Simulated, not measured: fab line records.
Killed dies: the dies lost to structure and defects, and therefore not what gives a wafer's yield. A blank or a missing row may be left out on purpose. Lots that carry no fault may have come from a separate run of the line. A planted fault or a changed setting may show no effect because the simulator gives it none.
The tool behind it: which one? -- flow sky130 -- 33 wafers from 11 lots sampled at 6 of the route's 708 steps

WHAT THE GAUGES SHOWED, per wafer
SKY_FIELD_ISO_THK_MEAS_02. Usual: FIELD_ISO_OXIDATION_00_THK 11.92 nm, standard deviation 0.17.
lot,measured,on,FIELD_ISO_OXIDATION_00_THK (nm),flag
L209,day 1 17:52,film-metro-03,12.11 11.99 12.12,
L215,day 2 23:19,film-metro-04,11.61 11.60 11.99,
L216,day 3 04:58,film-metro-03,11.76 11.79 11.84,
L219,day 3 18:47,film-metro-03,12.03 12.01 12.02,
L220,day 4 00:43,film-metro-04,11.86 11.78 11.91,
L222,day 4 11:34,film-metro-04,12.17 12.21 12.12,
L223,day 4 14:39,film-metro-04,11.70 11.71 11.82,
L224,day 4 21:28,film-metro-04,11.91 11.97 11.77,
L225,day 5 03:19,film-metro-04,11.78 11.82 11.90,
L226,day 5 07:51,film-metro-03,11.68 11.91 11.81,
L231,day 6 06:47,film-metro-03,11.70 11.75 11.72,

SKY_FIELD_ISO_CD_MEAS_13: target cd 150 nm. Usual: cd-nm 149.6 nm, standard deviation 1.5.
lot,measured,on,cd-nm (nm),flag
L209,day 2 10:16,cd-sem-01,148.4 149.7 148.5,
L215,day 3 17:56,cd-sem-02,149.3 148.6 149.3,
L216,day 3 23:28,cd-sem-01,151.3 151.3 150.5,
L219,day 4 14:50,cd-sem-02,149.6 149.0 149.4,
L220,day 4 20:56,cd-sem-01,148.7 149.0 147.5,
L222,day 5 07:47,cd-sem-01,149.2 150.3 149.5,
L223,day 5 11:44,cd-sem-02,148.5 148.3 148.6,
L224,day 5 18:04,cd-sem-02,148.8 149.2 148.8,
L225,day 5 23:32,cd-sem-02,151.6 151.7 153.0,
L226,day 6 05:07,cd-sem-01,152.2 149.9 151.7,
L231,day 7 03:56,cd-sem-02,150.3 151.6 151.7,

SKY_VT_ADJUST_HVTP_TW_MEAS_11. Usual: VT_ADJUST_HVTP_TW 1351, standard deviation 13.
lot,measured,on,VT_ADJUST_HVTP_TW,flag
L209,day 6 15:19,film-metro-02,1361 1361 1361,
L215,day 8 02:35,film-metro-02,1359 1368 1367,
L216,day 8 11:05,film-metro-02,1364 1356 1357,
L219,day 9 06:17,film-metro-02,1357 1364 1357,
L220,day 9 16:01,film-metro-02,1358 1355 1348,
L222,day 10 04:40,film-metro-04,29 29 29 29 29 29,OFF
L223,day 10 07:01,film-metro-04,29 30 29 29 29 29,OFF
L224,day 10 14:11,film-metro-04,29 29 29 29 29 30,OFF
L225,day 10 22:23,film-metro-02,1363 1364 1365,
L226,day 11 07:15,film-metro-01,1344 1350 1350,
L231,day 12 05:31,film-metro-02,1355 1368 1367,

TOOL THAT RAN EACH LOT (tool first, then ch and the chambers of the sampled wafers, then the start)
lot,SKY_FIELD_ISO_CMP_27,SKY_NWELL_STRIP_25,SKY_VT_ADJUST_HVTP_STRIP_10
L209,"cmp-01 ch 1,2,3, day 2 17:52","plasma-asher-03 ch 0,1, day 5 18:55","plasma-asher-03 ch 0,1, day 6 15:13"
L215,"cmp-02 ch 0,2,3, day 3 22:34","plasma-asher-02 ch 0,1, day 7 04:34","plasma-asher-03 ch 0,1, day 8 02:28"
L216,"cmp-02 ch 1,2,3, day 4 04:31","plasma-asher-02 ch 0,1, day 7 11:59","plasma-asher-02 ch 0,1, day 8 10:59"
L219,"cmp-01 ch 0,1, day 4 19:19","plasma-asher-01 ch 0,1, day 8 07:08","plasma-asher-04 ch 0,1, day 9 06:11"
L220,"cmp-01 ch 1,2,3, day 5 01:46","plasma-asher-01 ch 0,1, day 8 16:44","plasma-asher-04 ch 0,1, day 9 15:55"
L222,"cmp-01 ch 0,2,3, day 5 13:25","plasma-asher-03 ch 0,1, day 9 05:13","plasma-asher-04 ch 0,1, day 10 04:34"
L223,"cmp-01 ch 0,1,2, day 5 18:49","plasma-asher-03 ch 0,1, day 9 08:19","plasma-asher-02 ch 0,1, day 10 06:56"
L224,"cmp-01 ch 0,1,2, day 5 22:47","plasma-asher-03 ch 0,1, day 9 14:34","plasma-asher-03 ch 0,1, day 10 14:02"
L225,"cmp-01 ch 0,2,3, day 6 05:20","plasma-asher-02 ch 0,1, day 9 22:40","plasma-asher-03 ch 0,1, day 10 22:19"
L226,"cmp-02 ch 0,2,3, day 6 11:45","plasma-asher-03 ch 0,1, day 10 06:31","plasma-asher-04 ch 0,1, day 11 07:10"
L231,"cmp-02 ch 2,3, day 7 08:51","plasma-asher-01 ch 0,1, day 11 05:04","plasma-asher-02 ch 0,1, day 12 05:26"
- SKY_FIELD_ISO_CMP_27: polishes, stops on Si3N4, t overpolish 16 s, target thk 457.8 nm.
- SKY_NWELL_STRIP_25: strips in O2/N2.
- SKY_VT_ADJUST_HVTP_STRIP_10: strips in O2/N2.

AS READ BY THE TOOLS THEMSELVES (means over the sampled wafers that have a number; for cases with no such wafer, the mark the record gives instead)
SKY_FIELD_ISO_CMP_27. Usual: motor-current-A 11.8 A, standard deviation 0.89; overpolish-run-s 16.000 s, standard deviation 0.0089; slurry-filter-dp-kPa 13.53 kPa, standard deviation 0.12; time-to-endpoint-s 112 s, standard deviation 4.1.
lot,tool,motor-current-A (A),overpolish-run-s (s),slurry-filter-dp-kPa (kPa),time-to-endpoint-s (s),flag
L209,cmp-01,12.4,15.996,13.49,115,
L215,cmp-02,11.6,15.999,13.52,120,
L216,cmp-02,11.4,16.006,13.44,114,
L219,cmp-01,11.7,15.992,13.52,110,
L220,cmp-01,11.7,15.992,13.64,111,
L222,cmp-01,12.1,16.002,13.49,108,
L223,cmp-01,11.7,15.998,13.47,108,
L224,cmp-01,11.7,16.000,13.60,114,
L225,cmp-01,11.8,15.993,13.56,111,
L226,cmp-02,11.8,15.994,13.56,109,
L231,cmp-02,10.7,16.001,13.56,110,

SKY_NWELL_STRIP_25. Usual: chamber-pressure-mTorr 1500.0 mTorr, standard deviation 1.5; drypump-motor-current-A 5.5 A, standard deviation 0.39; o2-flow-sccm 3000 sccm, standard deviation 9.5; oes-product-au 0.722 a.u., standard deviation 0.0045; strip-time-to-endpoint-s 36.91 s, standard deviation 0.1.
lot,tool,chamber-pressure-mTorr (mTorr),drypump-motor-current-A (A),o2-flow-sccm (sccm),oes-product-au (a.u.),strip-time-to-endpoint-s (s),flag
L209,plasma-asher-03,1498.7,5.9,3010,0.719,36.88,
L215,plasma-asher-02,1499.2,5.3,3004,0.722,36.92,
L216,plasma-asher-02,1497.8,5.3,2996,0.724,36.92,
L219,plasma-asher-01,1500.9,5.5,3003,0.723,36.91,
L220,plasma-asher-01,1499.3,5.5,3000,0.725,37.02,
L222,plasma-asher-03,-,-,-,-,-,OFF
L223,plasma-asher-03,-,-,-,-,-,OFF
L224,plasma-asher-03,-,-,-,-,-,OFF
L225,plasma-asher-02,1501.1,5.4,3005,0.719,36.94,
L226,plasma-asher-03,1501.2,5.9,3004,0.723,37.04,
L231,plasma-asher-01,1499.3,5.5,3005,0.718,36.78,

SKY_VT_ADJUST_HVTP_STRIP_10. Usual: chamber-pressure-mTorr 1500.0 mTorr, standard deviation 1.6; drypump-motor-current-A 5.8 A, standard deviation 0.46; o2-flow-sccm 3001 sccm, standard deviation 9; oes-product-au 0.716 a.u., standard deviation 0.0048; strip-time-to-endpoint-s 14.15 s, standard deviation 0.04.
lot,tool,chamber-pressure-mTorr (mTorr),drypump-motor-current-A (A),o2-flow-sccm (sccm),oes-product-au (a.u.),strip-time-to-endpoint-s (s),flag
L209,plasma-asher-03,1499.6,5.6,2994,0.716,14.15,
L215,plasma-asher-03,1499.9,5.7,3009,0.711,14.16,
L216,plasma-asher-02,1501.2,5.3,2990,0.720,14.13,
L219,plasma-asher-04,1500.6,6.3,3000,0.711,14.17,
L220,plasma-asher-04,1500.2,6.2,3007,0.715,14.19,
L222,plasma-asher-04,1501.5,6.2,3004,0.731,58.75,OFF
L223,plasma-asher-02,1501.5,5.3,2993,0.730,58.72,OFF
L224,plasma-asher-03,1499.4,5.9,2998,0.735,58.81,OFF
L225,plasma-asher-03,1500.8,5.8,3013,0.714,14.20,
L226,plasma-asher-04,1500.3,6.2,3002,0.716,14.18,
L231,plasma-asher-02,1500.0,5.2,3003,0.715,14.15,

THE ANSWER, worked out from the rows above alone
Rule: take the mean of a lot's wafers that have a number; if it is more than 3 standard deviations from the usual mean, the lot is off. A lot without any number at a reading at which 4 lots or more have one is off too. The other lots that the step has rows for count as sound. Order of review: gauges by route order, followed by the tools' own readings, for which a lot's mean as printed above is used. At the first step where some lot is off, the reading lying furthest off is the one used; lots without a number count as furthest.
Off: at SKY_VT_ADJUST_HVTP_TW_MEAS_11 (VT_ADJUST_HVTP_TW), L222, L223, L224.
If a tool, at a process step before that reading, ran all the lots that are off and no sound lot after the first of them, it fits. The gauges at SKY_VT_ADJUST_HVTP_TW_MEAS_11 aren't tried: what is off there is off at SKY_NWELL_STRIP_25 too, on other tools, and a gauge's error can't cause that. No candidate that was tried fits.

WHAT THE SIMULATOR HAD PUT IN
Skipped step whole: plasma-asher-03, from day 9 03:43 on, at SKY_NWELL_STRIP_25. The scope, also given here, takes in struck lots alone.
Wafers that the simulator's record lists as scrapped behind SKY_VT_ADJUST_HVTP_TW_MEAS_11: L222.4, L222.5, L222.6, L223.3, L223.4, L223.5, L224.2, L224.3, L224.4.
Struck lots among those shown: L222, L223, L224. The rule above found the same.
